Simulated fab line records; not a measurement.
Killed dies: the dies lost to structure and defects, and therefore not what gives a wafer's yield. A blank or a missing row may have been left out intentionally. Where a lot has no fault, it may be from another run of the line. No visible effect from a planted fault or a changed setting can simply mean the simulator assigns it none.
What tool caused it?    flow gf180mcu    36 wafers from 12 lots sampled at 5 of the route's 602 steps

## WHAT THE GAUGES SHOWED, per wafer
GF_HV_LDD_OVL_MEAS_20. Usual: HV_LDD_01_OVL gives 1.3 nm (standard deviation 1.4).
lot   measured      on          HV_LDD_01_OVL (nm)  flag
L633  day 10 19:19  overlay-02  1.1 2.2 -0.6        
L634  day 11 01:16  overlay-02  2.9 1.9 1.7         
L635  day 11 10:10  overlay-01  2.0 2.9 2.2         
L636  day 11 15:04  overlay-02  0.2 1.8 0.0         
L640  day 12 22:26  overlay-01  3.2 2.2 3.5         
L644  day 14 11:01  overlay-01  0.2 1.2 1.4         
L645  day 14 16:46  overlay-01  4.0 2.6 3.7         
L646  day 14 20:01  overlay-02  3.6 0.3 1.5         
L647  day 15 05:23  overlay-01  -0.2 0.3 0.1        
L651  day 16 11:43  overlay-02  2.9 0.8 0.2         
L655  day 17 15:26  overlay-01  1.7 2.2 1.4         
L656  day 18 02:16  overlay-02  0.6 1.6 -0.8        

GF_PSD_RS_MEAS_14: measures by four-point-probe. Usual: NSD_RS gives 46.12 ohm/sq (standard deviation 0.081).
lot   measured      on             NSD_RS (ohm/sq)    flag
L633  day 14 05:34  film-metro-02  46.14 46.16 46.05  
L634  day 14 14:13  film-metro-02  46.20 46.16 46.11  
L635  day 15 00:21  film-metro-04  46.09 46.10 46.08  
L636  day 15 04:46  film-metro-01  46.25 46.14 46.03  
L640  day 16 16:47  film-metro-02  46.26 46.10 46.21  
L644  day 18 10:06  film-metro-04  46.28 46.23 46.23  
L645  day 18 15:09  film-metro-01  42.12 46.03 41.93  OFF
L646  day 18 19:54  film-metro-02  41.99 42.00 46.09  OFF
L647  day 19 05:23  film-metro-02  42.09 46.22 46.17  OFF
L651  day 20 14:46  film-metro-01  46.18 46.19 46.00  
L655  day 21 19:54  film-metro-02  46.04 46.14 46.16  
L656  day 22 06:49  film-metro-02  46.16 46.24 46.26  

GF_PSD_RS_MEAS_15: measures by four-point-probe. Usual: PSD_RS gives 108.5 ohm/sq (standard deviation 0.3).
lot   measured      on             PSD_RS (ohm/sq)    flag
L633  day 14 05:41  film-metro-02  108.2 108.6 108.2  
L634  day 14 14:20  film-metro-02  108.7 108.8 109.1  
L635  day 15 00:28  film-metro-04  108.3 108.2 108.3  
L636  day 15 04:53  film-metro-01  108.8 108.3 108.4  
L640  day 16 16:55  film-metro-02  108.6 108.8 108.6  
L644  day 18 10:13  film-metro-04  109.0 108.5 108.7  
L645  day 18 15:16  film-metro-01  101.1 108.1 101.0  OFF
L646  day 18 20:01  film-metro-02  101.2 101.1 108.3  OFF
L647  day 19 05:31  film-metro-02  101.1 108.8 108.7  OFF
L651  day 20 14:53  film-metro-01  108.5 109.0 108.7  
L655  day 21 20:01  film-metro-02  108.5 108.3 108.5  
L656  day 22 06:56  film-metro-02  108.6 108.6 108.9  

## WHAT TOOL EACH LOT RAN ON (gives the tool, then ch and the chambers of the sampled wafers, and finally the start)
lot   GF_HV_LDD_ETCHBACK_58               GF_PSD_RTA_13
L633  rie-diel-01 ch 1,2,3, day 12 12:11  rtp-anneal-02 ch 0, day 14 05:29
L634  rie-diel-03 ch 0,1,3, day 12 19:46  rtp-anneal-02 ch 0, day 14 14:07
L635  rie-diel-04 ch 2,3, day 13 05:26    rtp-anneal-01 ch 0, day 15 00:16
L636  rie-diel-03 ch 2,3, day 13 09:25    rtp-anneal-02 ch 0, day 15 04:40
L640  rie-diel-03 ch 1,2,3, day 14 20:13  rtp-anneal-01 ch 0, day 16 16:42
L644  rie-diel-03 ch 0,1,3, day 16 11:14  rtp-anneal-02 ch 0, day 18 10:01
L645  rie-diel-04 ch 0,2,3, day 16 16:28  rtp-anneal-02 ch 0, day 18 15:04
L646  rie-diel-03 ch 0,1,2, day 16 20:02  rtp-anneal-02 ch 0, day 18 19:49
L647  rie-diel-04 ch 1,2,3, day 17 05:16  rtp-anneal-02 ch 0, day 19 05:17
L651  rie-diel-01 ch 0,2,3, day 18 13:25  rtp-anneal-01 ch 0, day 20 14:40
L655  rie-diel-04 ch 1,2,3, day 19 19:28  rtp-anneal-02 ch 0, day 21 19:48
L656  rie-diel-04 ch 0,3, day 20 07:13    rtp-anneal-02 ch 0, day 22 06:44
- GF_HV_LDD_ETCHBACK_58: etches Si3N4 in CH3F/O2, stops on SiO2, time 100 s, target depth 90 nm.
- GF_PSD_RTA_13: time 20 s.

## AS READ BY THE TOOLS THEMSELVES (means over the sampled wafers that have a number; for cases with no such wafer, the mark the record gives instead)
GF_HV_LDD_ETCHBACK_58. Usual: ch3f-flow-sccm 39.99 sccm, standard deviation 0.12; chamber-pressure-mTorr 24.998 mTorr, standard deviation 0.026; drypump-motor-current-A 5.60 A, standard deviation 0.25; oes-product-au 0.843 a.u., standard deviation 0.0062; throttle-valve-pct 10.559 %, standard deviation 0.009.
lot   tool         ch3f-flow-sccm (sccm)  chamber-pressure-mTorr (mTorr)  drypump-motor-current-A (A)  oes-product-au (a.u.)  throttle-valve-pct (%)  flag
L633  rie-diel-01  39.99                  25.003                          5.76                         0.848                  10.564                  
L634  rie-diel-03  40.11                  25.015                          5.77                         0.834                  10.556                  
L635  rie-diel-04  40.05                  25.003                          5.61                         0.838                  10.552                  
L636  rie-diel-03  39.97                  25.008                          5.80                         0.843                  10.556                  
L640  rie-diel-03  39.82                  24.993                          5.73                         0.844                  10.558                  
L644  rie-diel-03  39.93                  25.011                          5.80                         0.843                  10.567                  
L645  rie-diel-04  39.92                  25.000                          5.47                         0.834                  10.564                  
L646  rie-diel-03  40.05                  24.993                          5.73                         0.845                  10.550                  
L647  rie-diel-04  40.14                  24.998                          5.55                         0.842                  10.555                  
L651  rie-diel-01  40.03                  24.983                          5.54                         0.843                  10.568                  
L655  rie-diel-04  39.98                  25.037                          5.53                         0.843                  10.551                  
L656  rie-diel-04  40.03                  25.000                          5.42                         0.845                  10.567                  

GF_PSD_RTA_13. Usual: lamp-power-pct 34.4 %, standard deviation 2.3; run-length-s 48.58 s, standard deviation 0.29; wafer_temp_C_max 1028.6, standard deviation 0.68.
lot   tool           lamp-power-pct (%)  run-length-s (s)  wafer_temp_C_max  flag
L633  rtp-anneal-02  32.5                48.77             1028.6            
L634  rtp-anneal-02  32.4                48.82             1028.7            
L635  rtp-anneal-01  37.1                48.26             1027.8            
L636  rtp-anneal-02  32.4                48.70             1029.1            
L640  rtp-anneal-01  37.1                48.24             1028.3            
L644  rtp-anneal-02  32.4                48.73             1029.6            
L645  rtp-anneal-02  32.4                63.65             1028.8            OFF
L646  rtp-anneal-02  32.4                63.56             1028.0            OFF
L647  rtp-anneal-02  32.4                56.24             1029.3            OFF
L651  rtp-anneal-01  37.2                48.43             1027.7            
L655  rtp-anneal-02  32.4                48.63             1028.3            
L656  rtp-anneal-02  32.4                48.63             1028.8            

## THE ANSWER, worked out from the rows above alone
Rule: a lot counts as off when the mean over its wafers that have a number is more than 3 standard deviations away from the usual mean. Also off: a lot with no number at a reading for which 4 or more lots have one. Where the step has rows for the other lots, those lots are counted as sound. After the gauges, taken in route order, come the tools' own readings; for these a lot's mean is taken, as printed above. At the first step where some lot is off, the reading lying furthest off is the one used; lots without a number count as furthest.
Off: L645, L646, L647, at GF_PSD_RS_MEAS_14 (NSD_RS).
If a tool, at a process step before that reading, ran all the lots that are off and no sound lot after the first of them, it fits. The gauges at GF_PSD_RS_MEAS_14 aren't tried: what is off there is off at GF_PSD_RTA_13 too, on other tools, and a gauge's error can't cause that. Of those tried, none fits.

## WHAT THE SIMULATOR HAD PUT IN
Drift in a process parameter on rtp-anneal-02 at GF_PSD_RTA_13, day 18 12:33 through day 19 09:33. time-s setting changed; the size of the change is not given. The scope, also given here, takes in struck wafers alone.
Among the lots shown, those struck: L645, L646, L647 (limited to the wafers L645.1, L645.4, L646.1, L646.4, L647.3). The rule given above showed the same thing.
